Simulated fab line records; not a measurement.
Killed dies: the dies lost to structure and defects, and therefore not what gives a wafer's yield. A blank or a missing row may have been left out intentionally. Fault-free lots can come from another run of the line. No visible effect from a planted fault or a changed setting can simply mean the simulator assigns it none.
Comparing a struck lot with a sound one | flow sky130 | 21 steps out of a route of 708
Sound: the wafers L550.1, L550.5, L550.6. Wafers L563.1, L563.3, L563.5 were the ones struck. Last of all comes the cause.
At each step with rows: each side's tool, then ch and its chambers, then its first start. Under that, the readings that differ: sound wafers | struck wafers | difference of the means | sigmas: that difference in standard deviations of wafers without a fault.
alike: a reading whose means differ by less than 2 such deviations, as well as words and numbers matching on both sides. not compared: withheld readings; readings where some wafer has no value; bounds like >300 that might hide an equal value; numbers whose values overlap and for which the record gives no deviation.
The two part at a step that has a row with sigmas, a row that says differs or no value, or rows on one side only. Numbers that don't overlap but have no deviation are shown without sigmas and don't part them. A reading that every wafer of one side lacks parts them only if that side has two wafers or more.

first, 1 step without rows for these wafers: SKY_GATE_OXIDE_DEVELOP_09 (develop time 60 s).
SKY_GATE_OXIDE_OVL_MEAS_10:
  sound: overlay-01 at day 17 07:32; struck: overlay-02 at day 21 21:35
  alike: GATE_OXIDE_OVL
then, 2 steps without rows for these wafers: SKY_GATE_OXIDE_IMPLANT_11; SKY_GATE_OXIDE_WET_ETCH_12 (etches SiO2 in dHF, target depth 16.8 nm, time 336 s).
SKY_GATE_OXIDE_STRIP_13: strips in O2/N2.
  sound on plasma asher-02 ch 0,1, day 17 07:50; struck on plasma asher-03 ch 0,1, day 21 21:52
  alike: drypump motor current A, oes product au, strip time to endpoint s
  not compared: rf hours counter h
SKY_GATE_OXIDE_TW_MEAS_14:
  sound: film metro-02 at day 17 07:56; struck: film metro-04 at day 21 21:58
  alike: GATE_OXIDE_TW
then, 3 steps without rows for these wafers: SKY_GATE_OXIDE_CLEAN_15 (cleans in SC1/SC2, time 150 s); SKY_GATE_OXIDE_OXIDATION_16 (stabilise 600 s, purge 300 s, target thk 3.57 nm); SKY_POLY_GATE_CVD_00 (deposits poly-Si, target thk 180 nm, time 720 s).
SKY_POLY_GATE_THK_MEAS_01:
  sound: film metro-04 at day 17 12:54; struck: film metro-03 at day 22 01:40
  alike: POLY_GATE_CVD_00_THK
then, 2 steps without rows for these wafers: SKY_RES_PROTECT_DEHYDRATE_00 (time 60 s); SKY_RES_PROTECT_HMDS_01 (prime time 60 s).
SKY_RES_PROTECT_COAT_02: resist thk 1140 nm.
  sound on litho track-03 ch 0, day 18 02:12; struck on litho track-02 ch 0, day 22 17:13
  reading                                          | sound          | struck            | difference | sigmas
  model.NOVOLAK_of_RES_PROTECT_COAT_02.thk nm (nm) | 1146 1145 1144 | 491.6 490.4 491.6 | -653.8     |
then, 3 steps without rows for these wafers: SKY_RES_PROTECT_SOFTBAKE_03 (time 60 s); SKY_RES_PROTECT_EXPOSE_04 (exposes mask RPM, target cd 1270 nm); SKY_RES_PROTECT_PEB_05.
SKY_RES_PROTECT_DEVELOP_06: develop time 60 s.
  sound on litho track-01 ch 0, day 18 18:11; struck on litho track-03 ch 0, day 23 07:48
  reading                                          | sound          | struck          | difference | sigmas
  model.NOVOLAK_of_RES_PROTECT_COAT_02.thk nm (nm) | 1146 1144 1144 | 491.2 490 491.2 | -653.9     |
following that, these wafers have no rows for 1 step: SKY_POLY_GATE_IMPLANT_02.
SKY_RES_PROTECT_STRIP_07: strips in O2/N2.
  sound on plasma asher-01 ch 0,1, day 18 18:29; struck on plasma asher-04 ch 0,1, day 23 08:06
  reading                      | sound             | struck            | difference | sigmas
  oes product au (a.u.)        | 0.513 0.518 0.515 | 0.424 0.416 0.419 | -0.096     | -20
  strip time to endpoint s (s) | 23.36 23.35 23.34 | 15.90 15.88 15.94 | -7.44      | -99 or more
  alike: drypump motor current A
  not compared: rf hours counter h
SKY_RES_PROTECT_TW_MEAS_08:
  sound: film metro-01 at day 18 18:35; struck: film metro-01 at day 23 08:12
  alike: POLY_GATE_TW
-- a jump in the record: the struck wafers' starts before and after are 28 days apart (it breaks off in module RES_PROTECT and resumes in module PAD_OPEN, where the first step shown is number 708 of the route) --
SKY_PAD_OPEN_PROBE_99:
  sound: prober-01 at day 48 11:44; struck: prober-02 at day 51 05:48
  alike: killed_at_M0_to_M3, killed_at_M4_up, killed at contacts, killed at front end, killed at other, killed dies, killed open, killed short

== WHERE THEY PART ==
Within this record, at SKY_RES_PROTECT_STRIP_07 only. Later steps at which nothing parts them and some readings are alike: SKY_RES_PROTECT_TW_MEAS_08, SKY_PAD_OPEN_PROBE_99.

WHY: whatever the simulator had introduced
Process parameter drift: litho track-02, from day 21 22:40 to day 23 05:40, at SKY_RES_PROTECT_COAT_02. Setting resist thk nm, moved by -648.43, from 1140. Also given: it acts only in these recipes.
